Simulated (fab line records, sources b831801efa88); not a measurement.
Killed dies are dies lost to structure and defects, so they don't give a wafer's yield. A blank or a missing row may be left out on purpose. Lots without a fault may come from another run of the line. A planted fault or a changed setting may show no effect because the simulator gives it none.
Which tool did it? | flow gf180mcu | 13 lots, 39 wafers sampled, at 4 steps of a route of 602

WHAT THE GAUGES READ, wafer by wafer
GF_MVPSD_OVL_MEAS_07.
lot  | measured     | on         | MVPSD_OVL (nm)
L861 | day 5 01:36  | overlay-02 | 2.6 1.9 3.2
L862 | day 5 06:16  | overlay-02 | 0.0 0.3 -1.0
L863 | day 5 10:42  | overlay-02 | 0.3 1.5 0.5
L866 | day 6 05:58  | overlay-02 | 1.7 3.6 3.4
L869 | day 7 00:05  | overlay-01 | -0.7 -0.9 0.7
L870 | day 7 06:58  | overlay-01 | 1.2 1.1 1.1
L871 | day 7 12:59  | overlay-01 | -0.8 0.0 -1.0
L872 | day 7 18:19  | overlay-01 | -1.7 -1.2 0.3
L874 | day 8 05:16  | overlay-01 | 1.3 1.9 1.0
L877 | day 9 02:22  | overlay-01 | 1.6 -0.2 0.4
L881 | day 9 22:48  | overlay-02 | -2.1 -0.9 -1.0
L882 | day 10 06:29 | overlay-01 | -1.8 -1.7 0.1
L884 | day 10 17:34 | overlay-01 | -1.1 -0.5 -0.8

GF_HV_LDD_CD_MEAS_31: target cd 400 nm.
lot  | measured     | on        | cd_nm (nm)
L861 | day 11 11:59 | cd_sem-02 | 401.5 402.5 401.3
L862 | day 11 19:52 | cd_sem-02 | 401.8 398.2 399.0
L863 | day 12 03:16 | cd_sem-01 | 393.5 393.5 393.7
L866 | day 13 04:16 | cd_sem-01 | 401.5 399.4 401.2
L869 | day 14 03:56 | cd_sem-02 | 402.0 400.4 401.9
L870 | day 14 10:25 | cd_sem-01 | 402.3 402.7 403.8
L871 | day 14 19:25 | cd_sem-02 | 399.7 398.1 399.2
L872 | day 15 04:35 | cd_sem-02 | 399.2 398.7 400.9
L874 | day 15 15:49 | cd_sem-01 | 399.0 399.7 400.5
L877 | day 16 20:10 | cd_sem-02 | 406.4 402.9 406.6
L881 | day 17 23:37 | cd_sem-01 | 398.9 399.2 398.9
L882 | day 18 09:42 | cd_sem-01 | 398.6 397.7 397.9
L884 | day 19 01:09 | cd_sem-02 | 396.2 396.5 394.9

WHICH TOOL RAN EACH LOT (tool, then ch and the chambers of the sampled wafers, then the start)
lot  | GF_DNWELL_EXPOSE_04                | GF_DUAL_GATE_STRIP_13
L861 | iline_stepper-02 ch 0, day 2 13:15 | plasma_asher-01 ch 0,1, day 8 07:58
L862 | iline_stepper-02 ch 0, day 2 17:42 | plasma_asher-01 ch 0,1, day 8 14:31
L863 | iline_stepper-01 ch 0, day 2 21:54 | plasma_asher-03 ch 0,1, day 8 21:10
L866 | iline_stepper-01 ch 0, day 3 14:39 | plasma_asher-04 ch 0,1, day 9 19:19
L869 | iline_stepper-02 ch 0, day 4 06:27 | plasma_asher-03 ch 0,1, day 10 15:13
L870 | iline_stepper-01 ch 0, day 4 12:02 | plasma_asher-03 ch 0,1, day 10 22:07
L871 | iline_stepper-01 ch 0, day 4 17:28 | plasma_asher-03 ch 0,1, day 11 07:05
L872 | iline_stepper-02 ch 0, day 4 22:25 | plasma_asher-01 ch 0,1, day 11 13:24
L874 | iline_stepper-02 ch 0, day 5 07:59 | plasma_asher-01 ch 0,1, day 12 00:19
L877 | iline_stepper-01 ch 0, day 6 01:27 | plasma_asher-03 ch 0,1, day 13 01:10
L881 | iline_stepper-01 ch 0, day 6 20:46 | plasma_asher-03 ch 0,1, day 14 02:34
L882 | iline_stepper-01 ch 0, day 7 02:41 | plasma_asher-03 ch 0,1, day 14 10:01
L884 | iline_stepper-01 ch 0, day 7 11:49 | plasma_asher-01 ch 0,1, day 14 23:31
- GF_DNWELL_EXPOSE_04: exposes mask DNWELL, target cd 1700 nm.
- GF_DUAL_GATE_STRIP_13: strips in O2/N2.

WHAT THE TOOLS THEMSELVES READ (means of the sampled wafers that have a number; where no wafer has one, the mark that the record gives instead)
GF_DNWELL_EXPOSE_04.
lot  | tool             | exposure_dose_mJ_cm2 | reticle_temp_C (C)
L861 | iline_stepper-02 | 259.93               | 22.95
L862 | iline_stepper-02 | 260.19               | 23.07
L863 | iline_stepper-01 | 260.25               | 22.86
L866 | iline_stepper-01 | 259.87               | 22.99
L869 | iline_stepper-02 | 259.98               | 22.97
L870 | iline_stepper-01 | 260.33               | 22.97
L871 | iline_stepper-01 | 259.85               | 22.98
L872 | iline_stepper-02 | 247.39               | 22.95
L874 | iline_stepper-02 | 247.02               | 23.11
L877 | iline_stepper-01 | 259.91               | 23.06
L881 | iline_stepper-01 | 260.03               | 23.11
L882 | iline_stepper-01 | 260.21               | 22.92
L884 | iline_stepper-01 | 259.93               | 23.11

GF_DUAL_GATE_STRIP_13.
lot  | tool            | drypump_motor_current_A (A) | heater_power_w (W) | o2_flow_sccm (sccm) | oes_product_au (a.u.) | strip_time_to_endpoint_s (s)
L861 | plasma_asher-01 | 6.1                         | 344                | 2998                | 0.720                 | 12.58
L862 | plasma_asher-01 | 6.3                         | 331                | 3004                | 0.719                 | 12.58
L863 | plasma_asher-03 | 5.5                         | 306                | 2997                | 0.718                 | 12.59
L866 | plasma_asher-04 | 6.0                         | 379                | 2990                | 0.720                 | 12.64
L869 | plasma_asher-03 | 5.7                         | 324                | 3006                | 0.717                 | 12.64
L870 | plasma_asher-03 | 5.5                         | 306                | 3006                | 0.716                 | 12.70
L871 | plasma_asher-03 | 5.7                         | 322                | 3004                | 0.710                 | 12.57
L872 | plasma_asher-01 | 6.1                         | 341                | 3001                | 0.713                 | 12.57
L874 | plasma_asher-01 | 6.3                         | 325                | 3003                | 0.712                 | 12.65
L877 | plasma_asher-03 | 5.7                         | 319                | 3000                | 0.716                 | 12.60
L881 | plasma_asher-03 | 5.8                         | 323                | 3003                | 0.720                 | 12.59
L882 | plasma_asher-03 | 5.5                         | 309                | 2995                | 0.717                 | 12.64
L884 | plasma_asher-01 | 6.3                         | 330                | 2998                | 0.720                 | 12.56

THE ANSWER, worked out from the rows above alone
Rule: what is usual is taken from the lots themselves. Put in order of their means at a reading, lots are off if they are a third of the lots or fewer, leave a main group of 4 or more, and stand apart from it by a gap of 3 or more times the standard deviation of the main group's means; of several such gaps the widest counts. A main group whose means are all the same, to the digits that the tables above print for the reading, isn't used. A lot without any number at a reading at which 4 lots or more have one is off too. The other lots that the step has rows for count as sound. The gauges are gone through in route order, then the tools' own readings, and for those a lot's mean is taken as printed above. The first step at which some lot is off is used, and at that step the reading that is off furthest; a lot without a number counts as furthest.
Off: L872, L874, at GF_DNWELL_EXPOSE_04 (exposure_dose_mJ_cm2). The main group: mean 260.04, standard deviation 0.16.
A tool fits if, at that step or a process step before it, it ran every lot that is off, and no sound lot after the first of them. One fits: iline_stepper-02 at GF_DNWELL_EXPOSE_04. Its last sound lot is L869 (day 4 06:27), its first lot that is off L872 (day 4 22:25): a fault that began between those two fits.
The tool's own readings at GF_DNWELL_EXPOSE_04 bear it out: on the lots that are off they differ by more than 5 times the standard deviation of the sound lots' means. exposure_dose_mJ_cm2 reads 247.20 there against 260.04 on the sound lots.

WHAT THE SIMULATOR HAD PUT IN
Process parameter drift: iline_stepper-02, from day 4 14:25 on, at GF_DNWELL_EXPOSE_04. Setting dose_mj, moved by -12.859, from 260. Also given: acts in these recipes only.
Lots struck among those shown: L872, L874. The rule above found the same.
